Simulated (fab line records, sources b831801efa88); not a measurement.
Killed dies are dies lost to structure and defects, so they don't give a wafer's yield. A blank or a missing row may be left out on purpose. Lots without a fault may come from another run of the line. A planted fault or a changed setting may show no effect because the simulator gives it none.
fab line records | flow gf180mcu | part 1 of 2: steps 1 to 28 of 39
record lots=5 wafers=15 last_day=31
route steps=602 shown VT_IMPLANT@129 MVSD@136 NWELL@137 LVPWELL@138 MVPSD@139 DUAL_GATE@141 POLY_GATE@157
lots that met no fault: from a run of the same line without faults
start_h: hours from the record's first day to the start of the lot's first wafer shown | wait_h: hours since the lot's step before | " the same as in the row above | L1.1+2: a row that stands for several wafers | - no value, or no start given | * or withheld: withheld | < > ~ a bound
route shown NAME@n: a module of which the file shows steps, and the number in the route of the first | usual: mean/standard deviation of fault-free wafers | same: alike in all rows | chamber/n: place in a boat | sites: the reading at each site | _std_site: their standard deviation | _edge_site: outer sites' mean less inner sites' | radius_mm: how far each site lies from the wafer's centre | mask NAME#n: copy n | behind: the tool/chamber that last shaped the wafer | hold: why the lot was held/for how many hours/how that ended | device: the transistor (n, p or np) that didn't switch | end of line: the same wafers' tests at the end of the route | a step without rows: its recipe alone | killed: dies lost to structure and defects at the first sort, not the wafer's yield | map: a wafer's dies, x killed, . not, _ none there
set.NAME: the setting as run; set.NAME@STEP: as run at that earlier step | model.NAME: the simulator's own value behind a step, which no gauge read
lots at some steps of the route; a table a step, a row a wafer
services: from which hour (start_h, from the record's first day; less than 0 if before it) a tool's chamber was out of use, for how many hours, and why
## steps
# step GF_VT_IMPLANT_DEVELOP_39
# recipe develop_time_s=60 dev_temp_c=23
# usual developer_temp_C=23.01/0.11 exhaust_pa=45.2/0.84
# same develop_time_s=60
# columns lot.wafer tool chamber start_h wait_h developer_temp_C exhaust_pa
L077.1 litho_track-03 0 181.09 0.1 22.86 46.0
L077.4 " 0 " " 23.06 45.1
L077.6 " 0 " " 22.98 44.9
L078.2 litho_track-01 0 185.12 0.1 22.95 45.2
L078.4 " 0 " " 22.95 44.5
L078.5 " 0 " " 22.90 44.8
L079.2 litho_track-02 0 190.90 0.1 23.23 45.5
L079.3 " 0 " " 22.88 45.7
L079.5 " 0 " " 23.16 46.9
L084.1 litho_track-01 0 224.70 0.1 23.00 44.6
L084.2 " 0 " " 22.99 45.8
L084.3 " 0 " " 22.84 45.2
L085.2 litho_track-01 0 230.02 0.1 23.04 43.9
L085.4 " 0 " " 23.00 44.8
L085.5 " 0 " " 23.02 44.5
# step GF_VT_IMPLANT_OVL_MEAS_40
# usual VT_IMPLANT_03_OVL=0.0/1.5
# columns lot.wafer tool chamber start_h wait_h VT_IMPLANT_03_OVL[nm]
L077.1 overlay-01 - 181.24 0.1 -0.9
L077.4 " - " " 0.8
L077.6 " - " " 1.3
L078.2 overlay-02 - 185.26 0.1 -0.6
L078.4 " - " " -0.3
L078.5 " - " " -0.4
L079.2 overlay-02 - 191.03 0.1 -2.8
L079.3 " - " " -0.8
L079.5 " - " " -0.5
L084.1 overlay-02 - 224.85 0.1 -2.5
L084.2 " - " " -1.9
L084.3 " - " " -2.3
L085.2 overlay-02 - 230.16 0.1 -0.4
L085.4 " - " " 0.6
L085.5 " - " " 1.5
# step GF_VT_IMPLANT_IMPLANT_41
# recipe species=As energy_kev=70 dose_cm2=1.013e+12 tilt_deg=7
# columns lot.wafer tool chamber start_h wait_h
L077.1+4+6 implanter-01 0 181.28 0.0
L078.2+4+5 implanter-04 0 185.31 0.0
L079.2+3+5 implanter-04 0 191.09 0.0
L084.1+2+3 implanter-03 0 224.89 0.0
L085.2+4+5 implanter-04 0 230.21 0.0
# step GF_VT_IMPLANT_STRIP_42
# recipe chemistry=O2/N2 power_w=1400 pressure_mtorr=1500 platen_temp_c=250 o2_flow_sccm=3000 n2_flow_sccm=300 overash_fraction=0.5
# usual drypump_motor_current_A=6.0/0.52 heater_power_w=337/32 oes_product_au=0.716/0.0045 strip_time_to_endpoint_s=12.62/0.034
# columns lot.wafer tool chamber start_h wait_h drypump_motor_current_A heater_power_w oes_product_au rf_hours_counter_h strip_time_to_endpoint_s
L077.1 plasma_asher-01 1 181.43 0.1 5.6 381 0.718 56 12.65
L077.4 " 0 " " 6.0 295 0.721 - 12.62
L077.6 " 0 " " 6.1 287 0.722 - 12.66
L078.2 plasma_asher-01 0 185.44 0.1 6.0 286 0.716 57 12.61
L078.4 " 1 " " 5.6 378 0.709 - 12.62
L078.5 " 0 " " 6.0 296 0.722 - 12.61
L079.2 plasma_asher-02 1 191.21 0.1 6.6 307 0.719 53 12.68
L079.3 " 0 " " 5.3 331 0.717 - 12.64
L079.5 " 0 " " 5.3 337 0.716 - 12.68
L084.1 plasma_asher-02 1 225.04 0.1 6.6 311 0.718 56 12.57
L084.2 " 0 " " 5.3 325 0.715 56 12.59
L084.3 " 0 " " 5.3 341 0.714 - 12.64
L085.2 plasma_asher-02 0 230.34 0.1 5.3 336 0.719 56 12.68
L085.4 " 1 " " 6.6 294 0.715 - 12.65
L085.5 " 1 " " 6.6 298 0.721 - 12.67
# step GF_VT_IMPLANT_TW_MEAS_43
# usual VT_IMPLANT_4_TW=686.6/2.9
# columns lot.wafer tool chamber start_h wait_h VT_IMPLANT_4_TW
L077.1 film_metro-04 - 181.53 0.1 685.7
L077.4 " - " " 682.2
L077.6 " - " " 684.8
L078.2 film_metro-01 - 185.55 0.1 681.7
L078.4 " - " " 684.3
L078.5 " - " " 681.7
L079.2 film_metro-01 - 191.32 0.1 685.9
L079.3 " - " " 679.3
L079.5 " - " " 685.7
L084.1 film_metro-01 - 225.14 0.1 688.6
L084.2 " - " " 682.9
L084.3 " - " " 687.7
L085.2 film_metro-03 - 230.45 0.1 684.6
L085.4 " - " " 687.9
L085.5 " - " " 685.6
# step GF_VT_IMPLANT_CLEAN_44
# recipe chemistry=SC1/SC2 mix=1:4:20 temp_c=70 time_s=150 dry=n2_spin
# columns lot.wafer tool chamber start_h wait_h
L077.1+4+6 wet_bench-04 1 181.59 0.1
L078.2+4+5 wet_bench-04 3 185.60 0.0
L079.2+3+5 wet_bench-03 0 191.37 0.0
L084.1+2+3 wet_bench-02 2 225.20 0.1
L085.2+4+5 wet_bench-04 0 230.50 0.0
# step GF_VT_IMPLANT_RTA_45
# recipe temp_c=1050 time_s=30 ambient=N2
# usual lamp_power_pct=38/5.8 wafer_temp_C_max=1053.5/0.87
# columns lot.wafer tool chamber start_h wait_h lamp_power_pct wafer_temp_C_max
L077.1 rtp_anneal-01 0 181.64 0.0 32 1052.4
L077.4 " 0 " " 32 1052.8
L077.6 " 0 " " 32 1052.1
L078.2 rtp_anneal-02 0 185.66 0.0 43 1052.4
L078.4 " 0 " " 43 1053.5
L078.5 " 0 " " 43 1054.2
L079.2 rtp_anneal-02 0 191.49 0.0 43 1053.5
L079.3 " 0 " " 43 1053.9
L079.5 " 0 " " 43 1053.8
L084.1 rtp_anneal-02 0 225.25 0.0 43 1055.8
L084.2 " 0 " " 43 1055.1
L084.3 " 0 " " 43 1053.7
L085.2 rtp_anneal-01 0 230.56 0.0 32 1053.6
L085.4 " 0 " " 32 1052.8
L085.5 " 0 " " 32 1053.3
# step GF_VT_IMPLANT_RS_MEAS_46
# recipe thk_meas_gauge=four-point-probe
# usual MVSD_RS=456.9/1.3
# columns lot.wafer tool chamber start_h wait_h MVSD_RS[ohm/sq]
L077.1 film_metro-01 - 181.74 0.1 456.5
L077.4 " - " " 456.4
L077.6 " - " " 456.0
L078.2 film_metro-02 - 185.77 0.1 457.2
L078.4 " - " " 457.8
L078.5 " - " " 457.6
L079.2 film_metro-02 - 191.59 0.1 456.2
L079.3 " - " " 455.5
L079.5 " - " " 455.8
L084.1 film_metro-02 - 225.35 0.1 455.9
L084.2 " - " " 455.0
L084.3 " - " " 456.0
L085.2 film_metro-03 - 230.67 0.1 455.6
L085.4 " - " " 454.8
L085.5 " - " " 455.6
# step GF_VT_IMPLANT_RS_MEAS_47
# recipe thk_meas_gauge=four-point-probe
# usual NWELL_RS=487.8/1.3
# columns lot.wafer tool chamber start_h wait_h NWELL_RS[ohm/sq]
L077.1 film_metro-01 - 181.86 0.1 486.1
L077.4 " - " " 488.3
L077.6 " - " " 487.7
L078.2 film_metro-02 - 185.89 0.1 487.2
L078.4 " - " " 488.8
L078.5 " - " " 487.1
L079.2 film_metro-02 - 191.71 0.1 487.8
L079.3 " - " " 486.7
L079.5 " - " " 487.5
L084.1 film_metro-02 - 225.47 0.1 488.0
L084.2 " - " " 487.9
L084.3 " - " " 487.0
L085.2 film_metro-03 - 230.79 0.1 488.7
L085.4 " - " " 489.2
L085.5 " - " " 488.8
# step GF_VT_IMPLANT_RS_MEAS_48
# recipe thk_meas_gauge=four-point-probe
# usual LVPWELL_RS=1197/3
# columns lot.wafer tool chamber start_h wait_h LVPWELL_RS[ohm/sq]
L077.1 film_metro-01 - 181.98 0.1 1195
L077.4 " - " " 1193
L077.6 " - " " 1190
L078.2 film_metro-02 - 186.01 0.1 1199
L078.4 " - " " 1199
L078.5 " - " " 1201
L079.2 film_metro-02 - 191.83 0.1 1197
L079.3 " - " " 1197
L079.5 " - " " 1195
L084.1 film_metro-02 - 225.59 0.1 1198
L084.2 " - " " 1198
L084.3 " - " " 1199
L085.2 film_metro-03 - 230.91 0.1 1193
L085.4 " - " " 1195
L085.5 " - " " 1196
# step GF_VT_IMPLANT_RS_MEAS_49
# recipe thk_meas_gauge=four-point-probe
# usual MVPSD_RS=1167.9/2.6
# columns lot.wafer tool chamber start_h wait_h MVPSD_RS[ohm/sq]
L077.1 film_metro-01 - 182.10 0.1 1168.0
L077.4 " - " " 1163.8
L077.6 " - " " 1163.0
L078.2 film_metro-02 - 186.13 0.1 1166.8
L078.4 " - " " 1163.3
L078.5 " - " " 1165.1
L079.2 film_metro-02 - 191.95 0.1 1164.2
L079.3 " - " " 1166.0
L079.5 " - " " 1166.9
L084.1 film_metro-02 - 225.71 0.1 1169.4
L084.2 " - " " 1169.0
L084.3 " - " " 1170.6
L085.2 film_metro-03 - 231.03 0.1 1166.0
L085.4 " - " " 1166.2
L085.5 " - " " 1168.4
# step GF_VT_IMPLANT_WET_ETCH_50
# recipe chemistry=dHF target_depth_nm=20 target=SiO2 temp_c=25 dilution=100:1 time_s=400
# columns lot.wafer tool chamber start_h wait_h
L077.1+4+6 wet_bench-03 3 182.22 0.1
L078.2+4+5 wet_bench-04 2 186.23 0.1
L079.2+3+5 wet_bench-04 2 192.05 0.1
L084.1+2+3 wet_bench-04 2 225.83 0.1
L085.2+4+5 wet_bench-03 2 231.13 0.1
# step GF_DUAL_GATE_CLEAN_00
# recipe chemistry=SC1/SC2 mix=1:4:20 temp_c=70 time_s=150
# columns lot.wafer tool chamber start_h wait_h
L077.1+4+6 wet_bench-04 2 182.46 0.0
L078.2+4+5 wet_bench-03 2 186.35 0.0
L079.2+3+5 wet_bench-03 2 192.17 0.0
L084.1+2+3 wet_bench-02 1 225.94 0.0
L085.2+4+5 wet_bench-02 0 231.26 0.0
# step GF_DUAL_GATE_CLEAN_01
# recipe chemistry=dHF time_s=20 dilution=100:1 dry=ipa_marangoni
# columns lot.wafer tool chamber start_h wait_h
L077.1+4+6 wet_bench-02 1 182.51 0.0
L078.2+4+5 wet_bench-02 0 186.45 0.0
L079.2+3+5 wet_bench-04 3 192.27 0.0
L084.1+2+3 wet_bench-04 3 225.99 0.0
L085.2+4+5 wet_bench-04 0 231.31 0.0
# step GF_DUAL_GATE_OXIDATION_02
# recipe temp_c=900 ambient=O2 stabilise_s=600 purge_s=300 target_thk_a=108.87 ox_time_s=1602
# usual zone_power_upper_pct=18.48/0.2
# columns lot.wafer tool chamber start_h wait_h zone_power_upper_pct
L077.1 furnace-02 0 182.66 0.1 18.35
L077.4 " 0 " " 18.31
L077.6 " 0 " " 18.23
L078.2 furnace-01 0 186.60 0.1 18.64
L078.4 " 0 " " 18.66
L078.5 " 0 " " 18.61
L079.2 furnace-01 0 192.28 0.0 18.78
L079.3 " 0 " " 18.15
L079.5 " 0 " " 18.73
L084.1 furnace-01 0 226.23 0.2 18.70
L084.2 " 0 " " 18.62
L084.3 " 0 " " 18.61
L085.2 furnace-01 0 233.61 2.3 18.55
L085.4 " 0 " " 18.52
L085.5 " 0 " " 18.66
# step GF_DUAL_GATE_THK_MEAS_03
# recipe reads=SiO2_of_DUAL_GATE_OXIDATION_02
# usual DUAL_GATE_OXIDATION_00_THK=10.87/0.23
# columns lot.wafer tool chamber start_h wait_h DUAL_GATE_OXIDATION_00_THK[nm]
L077.1 film_metro-02 - 184.10 0.0 11.03
L077.4 " - " " 11.00
L077.6 " - " " 10.88
L078.2 film_metro-03 - 188.06 0.0 10.91
L078.4 " - " " 11.09
L078.5 " - " " 10.93
L079.2 film_metro-02 - 193.74 0.0 10.93
L079.3 " - " " 10.97
L079.5 " - " " 10.77
L084.1 film_metro-04 - 227.68 0.0 11.40
L084.2 " - " " 11.22
L084.3 " - " " 11.21
L085.2 film_metro-04 - 235.07 0.0 10.92
L085.4 " - " " 10.53
L085.5 " - " " 10.77
# step GF_DUAL_GATE_DEHYDRATE_04
# recipe temp_c=200 time_s=60
# usual exhaust_pa=45.0/0.98
# columns lot.wafer tool chamber start_h wait_h exhaust_pa
L077.1 litho_track-03 0 191.29 7.2 44.5
L077.4 " 0 " " 43.8
L077.6 " 0 " " 44.1
L078.2 litho_track-01 0 195.82 7.8 43.8
L078.4 " 0 " " 46.0
L078.5 " 0 " " 45.0
L079.2 litho_track-03 0 201.92 8.2 47.2
L079.3 " 0 " " 45.8
L079.5 " 0 " " 44.8
L084.1 litho_track-01 0 236.10 8.4 45.5
L084.2 " 0 " " 45.3
L084.3 " 0 " " 44.5
L085.2 litho_track-04 0 243.69 8.6 44.6
L085.4 " 0 " " 43.3
L085.5 " 0 " " 44.7
# step GF_DUAL_GATE_HMDS_05
# recipe prime_time_s=60 prime_temp_c=120
# usual exhaust_pa=45.1/0.85
# columns lot.wafer tool chamber start_h wait_h exhaust_pa
L077.1 litho_track-03 0 191.44 0.1 44.3
L077.4 " 0 " " 44.4
L077.6 " 0 " " 44.8
L078.2 litho_track-01 0 195.97 0.1 44.1
L078.4 " 0 " " 44.9
L078.5 " 0 " " 45.1
L079.2 litho_track-03 0 202.07 0.1 45.7
L079.3 " 0 " " 46.0
L079.5 " 0 " " 44.8
L084.1 litho_track-01 0 236.25 0.1 44.9
L084.2 " 0 " " 45.6
L084.3 " 0 " " 44.2
L085.2 litho_track-04 0 243.84 0.1 46.1
L085.4 " 0 " " 46.1
L085.5 " 0 " " 44.1
# step GF_DUAL_GATE_COAT_06
# recipe resist=NOVOLAK spin_rpm=3000 resist_thk_nm=1000
# usual exhaust_pa=44.8/0.86
# columns lot.wafer tool chamber start_h wait_h exhaust_pa
L077.1 litho_track-03 0 191.59 0.1 46.0
L077.4 " 0 " " 45.3
L077.6 " 0 " " 45.2
L078.2 litho_track-01 0 196.12 0.1 44.4
L078.4 " 0 " " 44.5
L078.5 " 0 " " 44.9
L079.2 litho_track-03 0 202.22 0.1 46.2
L079.3 " 0 " " 45.7
L079.5 " 0 " " 45.6
L084.1 litho_track-01 0 236.40 0.1 44.0
L084.2 " 0 " " 43.8
L084.3 " 0 " " 44.3
L085.2 litho_track-04 0 243.99 0.1 44.5
L085.4 " 0 " " 46.0
L085.5 " 0 " " 44.6
# step GF_DUAL_GATE_SOFTBAKE_07
# recipe temp_c=90 time_s=60 resist=NOVOLAK
# usual exhaust_pa=45.2/0.84
# columns lot.wafer tool chamber start_h wait_h exhaust_pa
L077.1 litho_track-03 0 191.74 0.1 43.9
L077.4 " 0 " " 44.9
L077.6 " 0 " " 45.0
L078.2 litho_track-01 0 196.27 0.1 45.5
L078.4 " 0 " " 45.8
L078.5 " 0 " " 46.3
L079.2 litho_track-03 0 202.37 0.1 45.1
L079.3 " 0 " " 46.1
L079.5 " 0 " " 43.6
L084.1 litho_track-01 0 236.55 0.1 46.4
L084.2 " 0 " " 45.5
L084.3 " 0 " " 45.3
L085.2 litho_track-04 0 244.14 0.1 45.7
L085.4 " 0 " " 45.3
L085.5 " 0 " " 46.0
# step GF_DUAL_GATE_EXPOSE_08
# recipe mask_id=Dualgate target_cd_nm=700 na=0.6 source_shape=conventional sigma_outer=0.6 dose_mj=140
# columns lot.wafer tool chamber start_h wait_h mask
L077.1+4+6 iline_stepper-01 0 - - Dualgate#0
L078.2+4+5 iline_stepper-01 0 - - Dualgate#0
L079.2+3+5 iline_stepper-02 0 - - Dualgate#0
L084.1+2+3 iline_stepper-02 0 - - Dualgate#0
L085.2+4+5 iline_stepper-01 0 - - Dualgate#0
# step GF_DUAL_GATE_PEB_09
# recipe temp_c=withheld time_s=* resist=NOVOLAK
# usual exhaust_pa=44.9/0.83
# columns lot.wafer tool chamber start_h wait_h exhaust_pa
L077.1 litho_track-04 0 - - 43.5
L077.4 " 0 " " 45.2
L077.6 " 0 " " 45.1
L078.2 litho_track-03 0 - - 46.1
L078.4 " 0 " " 46.5
L078.5 " 0 " " 45.5
L079.2 litho_track-04 0 - - 46.0
L079.3 " 0 " " 45.6
L079.5 " 0 " " 45.6
L084.1 litho_track-01 0 - - 45.0
L084.2 " 0 " " 45.5
L084.3 " 0 " " 46.0
L085.2 litho_track-01 0 - - 43.6
L085.4 " 0 " " 43.4
L085.5 " 0 " " 43.9
# step GF_DUAL_GATE_DEVELOP_10
# recipe develop_time_s=60 dev_temp_c=23
# usual developer_temp_C=23.00/0.094 exhaust_pa=45.2/0.92
# same develop_time_s=60
# columns lot.wafer tool chamber start_h wait_h developer_temp_C exhaust_pa
L077.1 litho_track-04 0 200.12 0.1 23.03 46.1
L077.4 " 0 " " 22.88 46.3
L077.6 " 0 " " 23.04 47.2
L078.2 litho_track-03 0 205.17 0.1 22.89 45.7
L078.4 " 0 " " 23.09 45.4
L078.5 " 0 " " 23.09 45.4
L079.2 litho_track-04 0 210.79 0.1 23.21 45.0
L079.3 " 0 " " 23.15 44.2
L079.5 " 0 " " 22.96 46.1
L084.1 litho_track-01 0 244.85 0.1 22.95 44.8
L084.2 " 0 " " 22.82 44.9
L084.3 " 0 " " 23.04 46.1
L085.2 litho_track-01 0 253.47 0.1 22.99 44.0
L085.4 " 0 " " 23.14 44.0
L085.5 " 0 " " 22.87 45.2
# step GF_DUAL_GATE_OVL_MEAS_11
# usual DUAL_GATE_OVL=0.7/1.3
# columns lot.wafer tool chamber start_h wait_h DUAL_GATE_OVL[nm]
L077.1 overlay-02 - 200.27 0.1 1.2
L077.4 " - " " 0.5
L077.6 " - " " 0.8
L078.2 overlay-01 - 205.30 0.1 3.6
L078.4 " - " " 0.4
L078.5 " - " " 1.5
L079.2 overlay-01 - 210.92 0.1 2.9
L079.3 " - " " 1.9
L079.5 " - " " 0.7
L084.1 overlay-01 - 245.00 0.1 1.8
L084.2 " - " " 2.4
L084.3 " - " " 2.5
L085.2 overlay-02 - 253.60 0.1 -0.1
L085.4 " - " " -0.1
L085.5 " - " " 0.1
# step GF_DUAL_GATE_WET_ETCH_12
# recipe chemistry=dHF target_depth_nm=13 dry=n2_spin target=SiO2 temp_c=25 dilution=100:1 time_s=260
# columns lot.wafer tool chamber start_h wait_h
L077.1+4+6 wet_bench-04 0 200.30 0.0
L078.2+4+5 wet_bench-02 3 205.33 0.0
L079.2+3+5 wet_bench-03 1 210.95 0.0
L084.1+2+3 wet_bench-03 1 245.03 0.0
L085.2+4+5 wet_bench-03 2 253.63 0.0
# step GF_DUAL_GATE_STRIP_13
# recipe chemistry=O2/N2 power_w=1400 pressure_mtorr=1500 platen_temp_c=250 o2_flow_sccm=3000 n2_flow_sccm=300 overash_fraction=0.5
# usual drypump_motor_current_A=5.8/0.57 heater_power_w=327/23 oes_product_au=0.716/0.004 strip_time_to_endpoint_s=12.62/0.042
# columns lot.wafer tool chamber start_h wait_h drypump_motor_current_A heater_power_w oes_product_au rf_hours_counter_h strip_time_to_endpoint_s
L077.1 plasma_asher-02 1 200.38 0.0 6.6 307 0.715 53 12.59
L077.4 " 0 " " 5.3 336 0.715 - 12.58
L077.6 " 1 " " 6.6 300 0.715 - 12.58
L078.2 plasma_asher-03 1 205.41 0.0 6.0 366 0.716 41 12.65
L078.4 " 1 " " 6.0 366 0.712 - 12.62
L078.5 " 1 " " 6.0 371 0.720 - 12.65
L079.2 plasma_asher-04 0 211.04 0.0 5.2 332 0.713 9 12.60
L079.3 " 1 " " 5.6 308 0.709 - 12.58
L079.5 " 1 " " 5.5 297 0.712 - 12.63
L084.1 plasma_asher-02 1 245.21 0.0 6.6 298 0.721 58 12.62
L084.2 " 0 " " 5.3 331 0.713 58 12.64
L084.3 " 0 " " 5.3 339 0.710 - 12.64
L085.2 plasma_asher-04 0 253.81 0.0 5.3 320 0.719 14 12.65
L085.4 " 0 " " 5.2 324 0.712 - 12.58
L085.5 " 1 " " 5.6 306 0.720 - 12.61
# step GF_DUAL_GATE_CLEAN_14
# recipe chemistry=SC1/SC2 mix=1:4:20 temp_c=70 time_s=150 dry=n2_spin
# columns lot.wafer tool chamber start_h wait_h
L077.1+4+6 wet_bench-03 0 200.48 0.1
L078.2+4+5 wet_bench-03 0 205.51 0.1
L079.2+3+5 wet_bench-04 3 211.14 0.1
L084.1+2+3 wet_bench-02 0 245.31 0.1
L085.2+4+5 wet_bench-02 3 253.91 0.1
# step GF_DUAL_GATE_OXIDATION_15
# recipe temp_c=850 ambient=O2 stabilise_s=600 purge_s=300 target_thk_a=70.98 ox_time_s=1995
# usual zone_power_upper_pct=16.46/0.2
# columns lot.wafer tool chamber start_h wait_h zone_power_upper_pct
L077.1 furnace-01 0 201.34 0.8 16.44
L077.4 " 0 " " 16.47
L077.6 " 0 " " 16.69
L078.2 furnace-01 0 205.57 0.0 16.81
L078.4 " 0 " " 16.43
L078.5 " 0 " " 16.35
L079.2 furnace-02 0 211.52 0.3 16.28
L079.3 " 0 " " 16.61
L079.5 " 0 " " 16.29
L084.1 furnace-02 0 245.36 0.0 16.21
L084.2 " 0 " " 16.28
L084.3 " 0 " " 16.53
L085.2 furnace-01 0 253.96 0.0 16.54
L085.4 " 0 " " 16.29
L085.5 " 0 " " 16.60
